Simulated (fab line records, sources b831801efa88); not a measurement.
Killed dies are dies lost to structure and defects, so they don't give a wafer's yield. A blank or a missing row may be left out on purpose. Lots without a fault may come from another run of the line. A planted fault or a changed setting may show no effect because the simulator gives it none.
fab line records | flow gf180mcu
record lots=5 wafers=15 last_day=34
route steps=602 shown M2@371 V2@382 M3@409
lots that met no fault: from a run of the same line without faults
start_h: hours from the record's first day to the start of the lot's first wafer shown | wait_h: hours since the lot's step before | " the same as in the row above | L1.1+2: a row that stands for several wafers | - no value, or no start given | * or withheld: withheld | < > ~ a bound
route shown NAME@n: a module of which the file shows steps, and the number in the route of the first | usual: mean/standard deviation of fault-free wafers | same: alike in all rows | chamber/n: place in a boat | sites: the reading at each site | _std_site: their standard deviation | _edge_site: outer sites' mean less inner sites' | radius_mm: how far each site lies from the wafer's centre | mask NAME#n: copy n | behind: the tool/chamber that last shaped the wafer | hold: why the lot was held/for how many hours/how that ended | device: the transistor (n, p or np) that didn't switch | end of line: the same wafers' tests at the end of the route | a step without rows: its recipe alone | killed: dies lost to structure and defects at the first sort, not the wafer's yield | map: a wafer's dies, x killed, . not, _ none there
set.NAME: the setting as run; set.NAME@STEP: as run at that earlier step | model.NAME: the simulator's own value behind a step, which no gauge read
lots at some steps of the route; a table a step, a row a wafer
services: from which hour (start_h, from the record's first day; less than 0 if before it) a tool's chamber was out of use, for how many hours, and why
## steps
# step GF_M2_COAT_09
# recipe resist=KrF spin_rpm=withheld resist_thk_nm=1000
# columns lot.wafer tool chamber start_h wait_h
L076.2+4+5 litho_track-01 0 449.94 0.1
L080.1+2+5 litho_track-02 0 494.77 0.1
L082.2+5+6 litho_track-03 0 502.68 0.1
L087.1+2+5 litho_track-02 0 539.52 0.1
L096.3+5+6 litho_track-01 0 604.52 0.1
# step GF_M2_SOFTBAKE_10
# recipe temp_c=130 time_s=60 resist=KrF
# columns lot.wafer tool chamber start_h wait_h
L076.2+4+5 litho_track-01 0 450.09 0.1
L080.1+2+5 litho_track-02 0 494.92 0.1
L082.2+5+6 litho_track-03 0 502.83 0.1
L087.1+2+5 litho_track-02 0 539.67 0.1
L096.3+5+6 litho_track-01 0 604.67 0.1
# step GF_M2_EXPOSE_11
# recipe mask_id=Metal2 target_cd_nm=280 na=0.68 source_shape=conventional sigma_outer=0.6 dose_mj=28
# columns lot.wafer tool chamber start_h wait_h mask
L076.2+4+5 krf_scanner-02 0 - - Metal2#0
L080.1+2+5 krf_scanner-02 0 - - Metal2#0
L082.2+5+6 krf_scanner-01 0 - - Metal2#0
L087.1+2+5 krf_scanner-01 0 - - Metal2#0
L096.3+5+6 krf_scanner-01 0 - - Metal2#0
# step GF_M2_PEB_12
# recipe peb_temp_c=135 peb_time_s=90 resist=KrF
# columns lot.wafer tool chamber start_h wait_h
L076.2+4+5 litho_track-03 0 - -
L080.1+2+5 litho_track-03 0 - -
L082.2+5+6 litho_track-02 0 - -
L087.1+2+5 litho_track-01 0 - -
L096.3+5+6 litho_track-02 0 - -
# step GF_M2_DEVELOP_13
# recipe develop_time_s=60 dev_temp_c=21
# columns lot.wafer tool chamber start_h wait_h
L076.2+4+5 litho_track-03 0 461.68 0.2
L080.1+2+5 litho_track-03 0 506.50 0.2
L082.2+5+6 litho_track-02 0 514.34 0.2
L087.1+2+5 litho_track-01 0 549.12 0.2
L096.3+5+6 litho_track-02 0 614.42 0.1
# step GF_M2_CD_MEAS_14
# recipe target_cd_nm=280
# usual cd_nm=280.2/1.2
# columns lot.wafer tool chamber start_h wait_h cd_nm
L076.2 cd_sem-01 - 461.82 0.1 281.0
L076.4 " - " " 282.5
L076.5 " - " " 281.2
L080.1 cd_sem-01 - 506.65 0.1 279.0
L080.2 " - " " 279.6
L080.5 " - " " 279.6
L082.2 cd_sem-01 - 514.49 0.1 279.6
L082.5 " - " " 279.0
L082.6 " - " " 279.3
L087.1 cd_sem-01 - 549.27 0.1 277.7
L087.2 " - " " 279.0
L087.5 " - " " 278.4
L096.3 cd_sem-02 - 614.56 0.1 281.2
L096.5 " - " " 283.0
L096.6 " - " " 283.5
# step GF_M2_OVL_MEAS_15
# usual M2_OVL=4/6.1
# columns lot.wafer tool chamber start_h wait_h M2_OVL[nm]
L076.2 overlay-02 - 461.93 0.1 -2
L076.4 " - " " 7
L076.5 " - " " -5
L080.1 overlay-01 - 506.77 0.1 15
L080.2 " - " " 2
L080.5 " - " " 9
L082.2 overlay-01 - 514.59 0.1 7
L082.5 " - " " -6
L082.6 " - " " 5
L087.1 overlay-01 - 549.39 0.1 3
L087.2 " - " " -4
L087.5 " - " " -3
L096.3 overlay-02 - 614.65 0.1 4
L096.5 " - " " 8
L096.6 " - " " 2
# step GF_M2_METAL_ETCH_16
# recipe chemistry=Cl2/BCl3 mask_material=KrF target_depth_nm=627.5 stop_on=SiO2 pressure_mtorr=8 icp_w=800 bias_w=140 Cl2_flow_sccm=80 bcl3_flow_sccm=40 time_s=104.6
# usual drypump_motor_current_A=5.6/0.43 oes_product_au=0.971/0.0061 throttle_valve_pct=28.252/0.01
# columns lot.wafer tool chamber start_h wait_h drypump_motor_current_A oes_product_au rf_hours_counter_h throttle_valve_pct
L076.2 rie_metal-03 1 461.96 0.0 5.3 0.977 10 28.240
L076.4 " 0 " " 5.3 0.980 - 28.246
L076.5 " 0 " " 5.3 0.968 - 28.231
L080.1 rie_metal-04 1 506.81 0.0 5.5 0.967 9 28.275
L080.2 " 0 " " 5.0 0.967 0 28.257
L080.5 " 1 " " 5.5 0.969 - 28.249
L082.2 rie_metal-03 0 514.66 0.1 5.3 0.973 - 28.237
L082.5 " 0 " " 5.3 0.979 - 28.254
L082.6 " 0 " " 5.3 0.970 - 28.255
L087.1 rie_metal-02 1 549.42 0.0 5.7 0.974 9 28.251
L087.2 " 1 " " 5.7 0.965 - 28.250
L087.5 " 1 " " 5.7 0.970 - 28.258
L096.3 rie_metal-03 0 614.71 0.1 5.3 0.980 - 28.255
L096.5 " 1 " " 5.4 0.970 - 28.251
L096.6 " 0 " " 5.3 0.980 - 28.231
# step GF_M2_STRIP_17
# recipe chemistry=O2/N2 power_w=1400 pressure_mtorr=1500 platen_temp_c=250 o2_flow_sccm=3000 n2_flow_sccm=300 overash_fraction=0.5
# usual drypump_motor_current_A=5.59/0.28 heater_power_w=356/19 oes_product_au=0.558/0.0054 strip_time_to_endpoint_s=7.88/0.053
# columns lot.wafer tool chamber start_h wait_h drypump_motor_current_A heater_power_w oes_product_au rf_hours_counter_h strip_time_to_endpoint_s
L076.2 plasma_asher-01 0 462.07 0.1 5.25 368 0.552 67 7.88
L076.4 " 1 " " 5.36 379 0.555 - 7.83
L076.5 " 0 " " 5.24 368 0.560 - 7.83
L080.1 plasma_asher-02 0 506.92 0.1 5.81 347 0.557 85 7.87
L080.2 " 1 " " 5.71 320 0.568 85 7.94
L080.5 " 1 " " 5.72 321 0.559 - 7.86
L082.2 plasma_asher-02 0 514.85 0.1 5.81 347 0.554 86 7.76
L082.5 " 0 " " 5.81 354 0.554 - 7.74
L082.6 " 1 " " 5.73 325 0.547 - 7.79
L087.1 plasma_asher-01 1 549.65 0.2 5.37 386 0.558 76 7.97
L087.2 " 0 " " 5.25 372 0.562 76 7.93
L087.5 " 1 " " 5.36 380 0.559 - 7.92
L096.3 plasma_asher-04 1 614.82 0.1 5.88 342 0.552 - 7.86
L096.5 " 0 " " 6.00 347 0.558 - 7.90
L096.6 " 1 " " 5.87 346 0.560 - 7.87
# step GF_M2_STRIP_18
# recipe chemistry=post_etch_residue_remover time_s=1200 temp_c=72.5
# usual temp_c=72.46/0.12
# columns lot.wafer tool chamber start_h wait_h temp_c
L076.2 wet_bench-01 0 462.17 0.1 72.28
L076.4 " 0 " " 72.30
L076.5 " 0 " " 72.35
L080.1 wet_bench-04 3 507.02 0.1 72.25
L080.2 " 3 " " 72.47
L080.5 " 3 " " 72.57
L082.2 wet_bench-04 0 514.95 0.1 72.45
L082.5 " 0 " " 72.63
L082.6 " 0 " " 72.59
L087.1 wet_bench-01 3 549.75 0.1 72.36
L087.2 " 3 " " 72.43
L087.5 " 3 " " 72.35
L096.3 wet_bench-02 1 614.89 0.0 72.39
L096.5 " 1 " " 72.44
L096.6 " 1 " " 72.53
# step GF_M2_CLEAN_19
# recipe chemistry=DIW dry=n2_spin
# columns lot.wafer tool chamber start_h wait_h
L076.2+4+5 wet_bench-04 2 462.54 0.0
L080.1+2+5 wet_bench-01 3 507.36 0.0
L082.2+5+6 wet_bench-02 3 515.29 0.0
L087.1+2+5 wet_bench-02 0 550.43 0.0
L096.3+5+6 wet_bench-04 3 615.26 0.0
# step GF_V2_CVD_00
# recipe material=SiO2 target_thk_nm=600 sigma_open_frac=0.3 temp_c=400 time_s=100 sih4_flow_sccm=60 pressure_mtorr=6
# columns lot.wafer tool chamber start_h wait_h
L076.2+4+5 hdpcvd-01 0,1,0 462.64 0.0
L080.1+2+5 hdpcvd-02 0,1,2 507.46 0.0
L082.2+5+6 hdpcvd-01 0,0,1 515.38 0.0
L087.1+2+5 hdpcvd-01 0,1,0 550.52 0.0
L096.3+5+6 hdpcvd-01 0,1,0 615.35 0.0
# step GF_V2_THK_MEAS_01
# recipe reads=SiO2_of_V2_CVD_00
# usual V2_CVD_00_THK=603/6.2
# columns lot.wafer tool chamber start_h wait_h V2_CVD_00_THK[nm]
L076.2 film_metro-01 - 462.72 0.0 601
L076.4 " - " " 603
L076.5 " - " " 602
L080.1 film_metro-01 - 507.53 0.0 612
L080.2 " - " " 597
L080.5 " - " " 607
L082.2 film_metro-04 - 515.46 0.0 605
L082.5 " - " " 600
L082.6 " - " " 610
L087.1 film_metro-02 - 550.59 0.0 593
L087.2 " - " " 598
L087.5 " - " " 591
L096.3 film_metro-01 - 615.44 0.1 593
L096.5 " - " " 607
L096.6 " - " " 597
# step GF_V2_CVD_02
# recipe material=SiO2 target_thk_nm=850 precursor=TEOS temp_c=400 time_s=94.851 rf_w=600
# usual heater_power_w=686/100
# columns lot.wafer tool chamber start_h wait_h heater_power_w
L076.2 pecvd-04 0 462.77 0.0 621
L076.4 " 1 " " 664
L076.5 " 2 " " 598
L080.1 pecvd-02 0 507.59 0.1 962
L080.2 " 2 " " 681
L080.5 " 2 " " 718
L082.2 pecvd-04 2 515.51 0.0 736
L082.5 " 0 " " 512
L082.6 " 1 " " 668
L087.1 pecvd-04 1 550.65 0.1 671
L087.2 " 0 " " 607
L087.5 " 2 " " 739
L096.3 pecvd-01 0 615.48 0.0 642
L096.5 " 2 " " 716
L096.6 " 0 " " 681
# step GF_V2_THK_MEAS_03
# recipe reads=SiO2_of_V2_CVD_02
# usual V2_CVD_02_THK=853/11
# columns lot.wafer tool chamber start_h wait_h V2_CVD_02_THK[nm]
L076.2 film_metro-04 - 462.85 0.0 853
L076.4 " - " " 873
L076.5 " - " " 864
L080.1 film_metro-04 - 507.66 0.0 860
L080.2 " - " " 849
L080.5 " - " " 866
L082.2 film_metro-02 - 515.59 0.0 863
L082.5 " - " " 873
L082.6 " - " " 859
L087.1 film_metro-04 - 550.72 0.0 843
L087.2 " - " " 850
L087.5 " - " " 856
L096.3 film_metro-04 - 615.57 0.1 848
L096.5 " - " " 855
L096.6 " - " " 862
# step GF_V2_CMP_04
# recipe material=SiO2 down_force_psi=4 platen_rpm=60 pad_velocity_m_s=0.94248
# usual motor_current_A=11.8/1.3 time_to_endpoint_s=80/4.9
# columns lot.wafer tool chamber start_h wait_h motor_current_A time_to_endpoint_s
L076.4 cmp-01 2 463.28 0.4 13.1 89
L076.2 " 3 " " 11.1 83
L076.5 " 1 " " 9.9 81
L080.2 cmp-01 2 507.77 0.1 12.9 80
L080.1 " 3 " " 10.6 85
L080.5 " 2 " " 13.2 85
L082.2 cmp-02 1 515.64 0.0 11.1 82
L082.6 " 1 " " 11.8 84
L082.5 " 2 " " 12.3 86
L087.1 cmp-01 3 550.83 0.1 10.1 77
L087.2 " 0 " " 10.4 81
L087.5 " 2 " " 12.8 84
L096.3 cmp-01 2 615.71 0.1 13.6 79
L096.6 " 0 " " 11.1 89
L096.5 " 1 " " 10.6 79
# step GF_V2_BOW_MEAS_05
# recipe mode=bow
# usual V2_BOW=101/8.4
# columns lot.wafer tool chamber start_h wait_h V2_BOW[um]
L076.2 film_metro-02 - 463.50 0.1 95
L076.4 " - " " 102
L076.5 " - " " 109
L080.1 film_metro-02 - 508.02 0.1 88
L080.2 " - " " 87
L080.5 " - " " 98
L082.2 film_metro-01 - 515.99 0.3 109
L082.5 " - " " 98
L082.6 " - " " 94
L087.1 film_metro-01 - 551.08 0.2 98
L087.2 " - " " 111
L087.5 " - " " 109
L096.3 film_metro-04 - 615.95 0.2 101
L096.5 " - " " 99
L096.6 " - " " 92
# step GF_V2_DEHYDRATE_06
# recipe temp_c=200 time_s=60
# columns lot.wafer tool chamber start_h wait_h
L076.2+4+5 litho_track-04 0 474.98 11.5
L080.1+2+5 litho_track-03 0 519.00 11.0
L082.2+5+6 litho_track-03 0 526.92 10.9
L087.1+2+5 litho_track-02 0 561.52 10.4
L096.3+5+6 litho_track-03 0 625.35 9.4
# step GF_V2_HMDS_07
# recipe prime_time_s=60 prime_temp_c=120
# columns lot.wafer tool chamber start_h wait_h
L076.2+4+5 litho_track-04 0 475.13 0.1
L080.1+2+5 litho_track-03 0 519.15 0.1
L082.2+5+6 litho_track-03 0 527.07 0.1
L087.1+2+5 litho_track-02 0 561.67 0.1
L096.3+5+6 litho_track-03 0 625.50 0.1
# step GF_V2_COAT_08
# recipe resist=BARC temp_c=withheld time_s=withheld spin_rpm=withheld resist_thk_nm=withheld
# columns lot.wafer tool chamber start_h wait_h
L076.2+4+5 litho_track-04 0 475.28 0.1
L080.1+2+5 litho_track-03 0 519.30 0.1
L082.2+5+6 litho_track-03 0 527.22 0.1
L087.1+2+5 litho_track-02 0 561.82 0.1
L096.3+5+6 litho_track-03 0 625.65 0.1
# step GF_V2_COAT_09
# recipe resist=KrF spin_rpm=withheld resist_thk_nm=1000
# columns lot.wafer tool chamber start_h wait_h
L076.2+4+5 litho_track-04 0 - -
L080.1+2+5 litho_track-03 0 - -
L082.2+5+6 litho_track-03 0 - -
L087.1+2+5 litho_track-02 0 - -
L096.3+5+6 litho_track-03 0 - -
# step GF_V2_SOFTBAKE_10
# recipe temp_c=130 time_s=60 resist=KrF
# columns lot.wafer tool chamber start_h wait_h
L076.2+4+5 litho_track-04 0 - -
L080.1+2+5 litho_track-03 0 - -
L082.2+5+6 litho_track-03 0 - -
L087.1+2+5 litho_track-02 0 - -
L096.3+5+6 litho_track-03 0 - -
# step GF_V2_EXPOSE_11
# recipe mask_id=Via2 target_cd_nm=260 na=0.68 source_shape=conventional sigma_outer=0.6 dose_mj=38
# columns lot.wafer tool chamber start_h wait_h mask
L076.2+4+5 krf_scanner-01 0 - - Via2#0
L080.1+2+5 krf_scanner-02 0 - - Via2#0
L082.2+5+6 krf_scanner-02 0 - - Via2#0
L087.1+2+5 krf_scanner-02 0 - - Via2#0
L096.3+5+6 krf_scanner-01 0 - - Via2#0
# step GF_V2_PEB_12
# recipe peb_temp_c=135 peb_time_s=90 resist=KrF
# columns lot.wafer tool chamber start_h wait_h
L076.2+4+5 litho_track-03 0 - -
L080.1+2+5 litho_track-02 0 - -
L082.2+5+6 litho_track-02 0 - -
L087.1+2+5 litho_track-02 0 - -
L096.3+5+6 litho_track-02 0 - -
# step GF_V2_DEVELOP_13
# recipe develop_time_s=60 resist=KrF dev_temp_c=21
# columns lot.wafer tool chamber start_h wait_h
L076.2+4+5 litho_track-03 0 487.33 0.2
L080.1+2+5 litho_track-02 0 531.32 0.2
L082.2+5+6 litho_track-02 0 539.09 0.2
L087.1+2+5 litho_track-02 0 572.52 0.2
L096.3+5+6 litho_track-02 0 636.12 0.1
# step GF_V2_CD_MEAS_14
# recipe target_cd_nm=260
# usual cd_nm=259.8/1.3
# columns lot.wafer tool chamber start_h wait_h cd_nm
L076.2 cd_sem-02 - 487.47 0.1 257.2
L076.4 " - " " 259.3
L076.5 " - " " 259.5
L080.1 cd_sem-02 - 531.47 0.1 259.9
L080.2 " - " " 260.4
L080.5 " - " " 260.5
L082.2 cd_sem-01 - 539.34 0.2 259.6
L082.5 " - " " 260.9
L082.6 " - " " 260.5
L087.1 cd_sem-02 - 572.67 0.1 258.6
L087.2 " - " " 259.2
L087.5 " - " " 259.7
L096.3 cd_sem-02 - 636.26 0.1 260.1
L096.5 " - " " 260.1
L096.6 " - " " 259.5
# step GF_V2_OVL_MEAS_15
# usual V2_OVL=1/5.5
# columns lot.wafer tool chamber start_h wait_h V2_OVL[nm]
L076.2 overlay-01 - 487.58 0.1 9
L076.4 " - " " 9
L076.5 " - " " 6
L080.1 overlay-02 - 531.59 0.1 -6
L080.2 " - " " -1
L080.5 " - " " -6
L082.2 overlay-02 - 539.45 0.1 -5
L082.5 " - " " -6
L082.6 " - " " -4
L087.1 overlay-02 - 572.79 0.1 1
L087.2 " - " " -2
L087.5 " - " " 3
L096.3 overlay-02 - 636.35 0.1 1
L096.5 " - " " 7
L096.6 " - " " 9
# step GF_V2_ETCH_16
# recipe chemistry=N2/H2 target_depth_a=withheld overetch_a=withheld time_s=withheld target=BARC ion_energy_ev=200 source_w=500 bias_w=100 pressure_mtorr=30 n2_flow_sccm=100 h2_flow_sccm=200
# usual drypump_motor_current_A=5.95/0.3 oes_product_au=0.855/0.0052 throttle_valve_pct=13.224/0.009
# columns lot.wafer tool chamber start_h wait_h drypump_motor_current_A oes_product_au throttle_valve_pct
L076.2 rie_diel-01 1 487.61 0.0 6.17 0.848 13.243
L076.4 " 2 " " 6.15 0.852 13.236
L076.5 " 3 " " 6.42 0.859 13.249
L080.1 rie_diel-02 3 531.62 0.0 5.99 0.845 13.216
L080.2 " 1 " " 5.90 0.855 13.224
L080.5 " 1 " " 5.91 0.852 13.219
L082.2 rie_diel-02 3 539.48 0.0 5.98 0.868 13.219
L082.5 " 2 " " 5.64 0.863 13.218
L082.6 " 1 " " 5.91 0.855 13.220
L087.1 rie_diel-02 3 572.82 0.0 5.99 0.851 13.220
L087.2 " 0 " " 6.03 0.864 13.229
L087.5 " 1 " " 5.90 0.853 13.222
L096.3 rie_diel-02 0 636.37 0.0 6.08 0.846 13.216
L096.5 " 2 " " 5.63 0.853 13.230
L096.6 " 3 " " 5.98 0.851 13.223
# step GF_V2_ETCH_17
# recipe chemistry=C4F8/O2/Ar mask_material=KrF target=SiO2 stop_on=TiN source_w=1500 bias_w=1200 pressure_mtorr=40 c4f8_flow_sccm=withheld O2_flow_sccm=6 Ar_flow_sccm=300 time_s=withheld target_depth_a=6300
# usual oes_product_au=0.856/0.0045
# columns lot.wafer tool chamber start_h wait_h oes_product_au
L076.2 rie_diel-01 1 - - 0.860
L076.4 " 2 " " 0.855
L076.5 " 3 " " 0.857
L080.1 rie_diel-02 3 - - 0.857
L080.2 " 1 " " 0.855
L080.5 " 1 " " 0.852
L082.2 rie_diel-02 3 - - 0.853
L082.5 " 2 " " 0.863
L082.6 " 1 " " 0.860
L087.1 rie_diel-02 3 - - 0.860
L087.2 " 0 " " 0.849
L087.5 " 1 " " 0.855
L096.3 rie_diel-02 0 - - 0.856
L096.5 " 2 " " 0.862
L096.6 " 3 " " 0.859
# step GF_V2_STRIP_18
# recipe chemistry=O2/N2 power_w=1400 pressure_mtorr=1500 platen_temp_c=250 o2_flow_sccm=3000 n2_flow_sccm=300 overash_fraction=0.5
# usual drypump_motor_current_A=5.7/0.37 heater_power_w=337/37 oes_product_au=0.593/0.0049
# columns lot.wafer tool chamber start_h wait_h drypump_motor_current_A heater_power_w oes_product_au rf_hours_counter_h
L076.2 plasma_asher-01 1 487.74 - 5.3 379 0.592 70
L076.4 " 0 " " 5.2 356 0.593 -
L076.5 " 1 " " 5.4 382 0.592 -
L080.1 plasma_asher-03 0 531.75 - 6.2 263 0.590 11
L080.2 " 1 " " 5.2 297 0.590 11
L080.5 " 1 " " 5.2 304 0.605 -
L082.2 plasma_asher-03 0 539.61 - 6.2 264 0.596 12
L082.5 " 0 " " 6.2 266 0.592 -
L082.6 " 1 " " 5.3 310 0.593 -
L087.1 plasma_asher-04 0 572.95 - 6.0 341 0.590 49
L087.2 " 1 " " 5.9 350 0.588 49
L087.5 " 1 " " 5.9 345 0.593 -
L096.3 plasma_asher-03 1 636.54 - 5.3 315 0.592 -
L096.5 " 0 " " 6.2 267 0.588 -
L096.6 " 1 " " 5.3 305 0.590 -
# step GF_V2_STRIP_19
# recipe chemistry=post_etch_residue_remover time_s=1200 temp_c=72.5
# usual temp_c=72.50/0.13
# columns lot.wafer tool chamber start_h wait_h temp_c
L076.2 wet_bench-03 3 487.84 0.1 72.33
L076.4 " 3 " " 72.38
L076.5 " 3 " " 72.59
L080.1 wet_bench-01 2 531.85 0.1 72.49
L080.2 " 2 " " 72.44
L080.5 " 2 " " 72.68
L082.2 wet_bench-03 3 539.71 0.1 72.41
L082.5 " 3 " " 72.41
L082.6 " 3 " " 72.56
L087.1 wet_bench-01 0 573.05 0.1 72.53
L087.2 " 0 " " 72.44
L087.5 " 0 " " 72.55
L096.3 wet_bench-02 2 636.60 0.0 72.74
L096.5 " 2 " " 72.61
L096.6 " 2 " " 72.68
# step GF_V2_CLEAN_20
# recipe chemistry=DIW dry=n2_spin
# columns lot.wafer tool chamber start_h wait_h
L076.2+4+5 wet_bench-02 2 488.18 0.0
L080.1+2+5 wet_bench-03 3 532.19 0.0
L082.2+5+6 wet_bench-02 0 540.05 0.0
L087.1+2+5 wet_bench-03 1 573.39 0.0
L096.3+5+6 wet_bench-01 3 636.94 0.0
# step GF_V2_SPUTTER_21
# recipe material=Ti target_thk_nm=15 chamber_pressure_pa=5 power_w=2500 substrate_temp_c=200 time_s=80.02
# usual cathode_dc_power_W=2499.9/0.49 throttle_valve_pct=30.0/0.99
# columns lot.wafer tool chamber start_h wait_h cathode_dc_power_W throttle_valve_pct
L076.2 pvd_sputter-04 - 488.28 0.0 2499.6 32.0
L076.4 " - " " 2499.4 29.0
L076.5 " - " " 2500.3 32.2
L080.1 pvd_sputter-04 - 532.29 0.0 2500.0 29.7
L080.2 " - " " 2500.6 31.1
L080.5 " - " " 2500.3 28.9
L082.2 pvd_sputter-02 - 540.14 0.0 2500.3 29.9
L082.5 " - " " 2500.8 29.3
L082.6 " - " " 2500.1 30.0
L087.1 pvd_sputter-04 - 573.49 0.0 2500.0 30.1
L087.2 " - " " 2499.7 31.2
L087.5 " - " " 2499.4 31.8
L096.3 pvd_sputter-04 - 637.04 0.0 2499.6 29.9
L096.5 " - " " 2499.9 30.0
L096.6 " - " " 2499.9 29.3
# step GF_V2_SPUTTER_22
# recipe material=TiN target_thk_nm=10 chamber_pressure_pa=5 power_w=4000 time_s=40
# usual cathode_dc_power_W=4000.0/0.76 throttle_valve_pct=30.0/1
# columns lot.wafer tool chamber start_h wait_h cathode_dc_power_W throttle_valve_pct
L076.2 pvd_sputter-04 - 488.34 0.0 4000.0 32.2
L076.4 " - " " 4000.3 29.0
L076.5 " - " " 4000.2 31.9
L080.1 pvd_sputter-04 - 532.35 0.0 3999.1 29.8
L080.2 " - " " 4000.6 30.8
L080.5 " - " " 4000.0 29.6
L082.2 pvd_sputter-02 - 540.20 0.0 4000.1 29.9
L082.5 " - " " 3999.1 29.1
L082.6 " - " " 4000.0 29.8
L087.1 pvd_sputter-04 - 573.56 0.0 3999.0 29.8
L087.2 " - " " 4000.5 31.2
L087.5 " - " " 4000.1 32.1
L096.3 pvd_sputter-04 - 637.10 0.0 3999.8 29.8
L096.5 " - " " 4001.3 30.1
L096.6 " - " " 3998.5 29.1
# step GF_V2_CVD_23
# recipe material=W target_thk_nm=350 time_s=104.94 temp_c=400 pressure_torr=40
# usual heater_power_w=834/92
# columns lot.wafer tool chamber start_h wait_h heater_power_w
L076.2 cvd_w-01 0 488.38 0.0 877
L076.4 " 1 " " 968
L076.5 " 0 " " 884
L080.1 cvd_w-01 0 532.39 0.0 875
L080.2 " 1 " " 954
L080.5 " 0 " " 883
L082.2 cvd_w-01 0 540.24 0.0 875
L082.5 " 0 " " 851
L082.6 " 1 " " 963
L087.1 cvd_w-01 0 573.59 0.0 896
L087.2 " 1 " " 930
L087.5 " 1 " " 966
L096.3 cvd_w-02 0 637.17 0.1 820
L096.5 " 0 " " 839
L096.6 " 1 " " 710
# step GF_V2_RS_MEAS_24
# recipe thk_meas_gauge=four-point-probe reads=W_of_V2_CVD_23+TiN_of_V2_SPUTTER_22+Ti_of_V2_SPUTTER_21
# usual V2_W_RS=0.327/0.004
# columns lot.wafer tool chamber start_h wait_h V2_W_RS[ohm/sq]
L076.2 film_metro-04 - 488.51 0.1 0.327
L076.4 " - " " 0.327
L076.5 " - " " 0.328
L080.1 film_metro-01 - 532.50 0.1 0.327
L080.2 " - " " 0.328
L080.5 " - " " 0.332
L082.2 film_metro-01 - 540.37 0.1 0.327
L082.5 " - " " 0.330
L082.6 " - " " 0.330
L087.1 film_metro-01 - 573.71 0.1 0.330
L087.2 " - " " 0.330
L087.5 " - " " 0.331
L096.3 film_metro-01 - 637.29 0.1 0.323
L096.5 " - " " 0.318
L096.6 " - " " 0.326
# step GF_V2_THK_MEAS_25
# recipe thk_meas_gauge=xrf reads=W_of_V2_CVD_23
# usual V2_W_THK=340/5.3
# columns lot.wafer tool chamber start_h wait_h V2_W_THK[nm]
L076.2 film_metro-04 - 488.62 0.1 342
L076.4 " - " " 340
L076.5 " - " " 341
L080.1 film_metro-01 - 532.62 0.1 339
L080.2 " - " " 338
L080.5 " - " " 337
L082.2 film_metro-01 - 540.48 0.1 339
L082.5 " - " " 338
L082.6 " - " " 336
L087.1 film_metro-01 - 573.83 0.1 342
L087.2 " - " " 342
L087.5 " - " " 342
L096.3 film_metro-01 - 637.39 0.1 343
L096.5 " - " " 350
L096.6 " - " " 337
# step GF_V2_CMP_26
# recipe stop_on=SiO2 down_force_psi=3.5 platen_rpm=60 t_overpolish_s=15 target_thk_nm=0 pad_velocity_m_s=0.94248
# usual motor_current_A=11.0/1.2 overpolish_run_s=15.001/0.01 time_to_endpoint_s=85/3.1
# columns lot.wafer tool chamber start_h wait_h motor_current_A overpolish_run_s time_to_endpoint_s
L076.2 cmp-02 1 488.67 0.0 11.0 15.004 86
L076.4 " 2 " " 11.7 15.003 86
L076.5 " 1 " " 10.3 14.998 86
L080.2 cmp-02 2 532.68 0.0 12.0 14.984 88
L080.1 " 0 " " 11.1 15.001 81
L080.5 " 3 " " 11.9 15.007 80
L082.2 cmp-02 0 540.68 0.2 10.5 14.994 79
L082.5 " 1 " " 11.0 15.014 84
L082.6 " 2 " " 11.3 15.003 83
L087.1 cmp-01 1 573.89 0.1 9.4 14.992 77
L087.2 " 0 " " 9.9 15.014 83
L087.5 " 2 " " 11.8 15.000 79
L096.3 cmp-02 2 637.53 0.1 11.6 14.987 87
L096.6 " 0 " " 10.9 15.003 85
L096.5 " 1 " " 10.6 15.030 92
# step GF_M3_SPUTTER_00
# recipe material=Ti target_thk_nm=37.5 arriving_ion_energy_ev=80 substrate_temp_c=200 chamber_pressure_pa=2 power_w=4000 time_s=150
# usual cathode_dc_power_W=4000.0/0.74 throttle_valve_pct=29.9/0.89
# columns lot.wafer tool chamber start_h wait_h cathode_dc_power_W throttle_valve_pct
L076.2 pvd_sputter-01 - 488.97 0.2 4001.1 32.2
L076.4 " - " " 4001.0 29.9
L076.5 " - " " 3999.9 29.7
L080.1 pvd_sputter-02 - 532.98 0.1 3999.2 29.2
L080.2 " - " " 3999.7 30.4
L080.5 " - " " 3999.6 29.2
L082.2 pvd_sputter-02 - 540.83 0.1 3999.7 29.8
L082.5 " - " " 3998.7 30.5
L082.6 " - " " 4001.0 29.4
L087.1 pvd_sputter-01 - 574.19 0.2 4001.1 29.7
L087.2 " - " " 3999.4 29.5
L087.5 " - " " 3999.2 29.3
L096.3 pvd_sputter-03 - 637.73 0.1 4000.6 31.1
L096.5 " - " " 4000.8 29.1
L096.6 " - " " 3999.1 28.7
# step GF_M3_SPUTTER_01
# recipe material=TiN target_thk_nm=30 power_w=6500 time_s=25 chamber_pressure_pa=0.4
# usual cathode_dc_power_W=6499.8/1.1 throttle_valve_pct=29.9/0.86
# columns lot.wafer tool chamber start_h wait_h cathode_dc_power_W throttle_valve_pct
L076.2 pvd_sputter-01 - 489.07 0.1 6500.9 32.3
L076.4 " - " " 6498.5 29.9
L076.5 " - " " 6497.4 29.7
L080.1 pvd_sputter-02 - 533.08 0.1 6499.8 29.2
L080.2 " - " " 6501.0 30.4
L080.5 " - " " 6500.6 29.1
L082.2 pvd_sputter-02 - 540.93 0.1 6497.9 30.0
L082.5 " - " " 6503.6 30.5
L082.6 " - " " 6501.1 29.3
L087.1 pvd_sputter-01 - 574.29 0.1 6500.2 30.0
L087.2 " - " " 6500.0 29.3
L087.5 " - " " 6500.2 29.5
L096.3 pvd_sputter-03 - 637.83 0.1 6499.6 30.9
L096.5 " - " " 6500.9 29.3
L096.6 " - " " 6499.4 29.0
## services
# columns tool chamber start_h hours kind
cmp-01 - 433.32 3.1 repair
krf_scanner-02 - 435.10 3.3 repair
cmp-02 - 439.98 1.4 repair
cmp-02 - 441.13 1.2 repair
krf_scanner-01 - 450.05 0.8 pm
rie_diel-02 1 450.88 12.3 repair
wet_bench-02 - 455.88 7.9 repair
cmp-02 - 456.91 15.7 pm
krf_scanner-02 - 461.78 1.3 pm
krf_scanner-02 - 469.11 4.0 pm
cmp-01 - 501.92 1.3 repair
krf_scanner-02 - 505.69 1.0 pm
rie_diel-02 1 508.66 14.4 repair
pvd_sputter-02 - 511.00 6.4 repair
krf_scanner-02 - 520.47 3.6 pm
cmp-01 - 541.41 2.5 repair
cmp-02 - 557.79 0.7 repair
krf_scanner-01 - 559.26 1.0 pm
cmp-01 - 559.43 1.3 repair
krf_scanner-02 - 563.50 7.2 pm
krf_scanner-02 - 570.80 0.8 pm
cmp-02 - 572.03 4.0 pm
cmp-01 - 579.43 2.0 repair
wet_bench-01 - 632.80 3.0 repair
## key
fault none
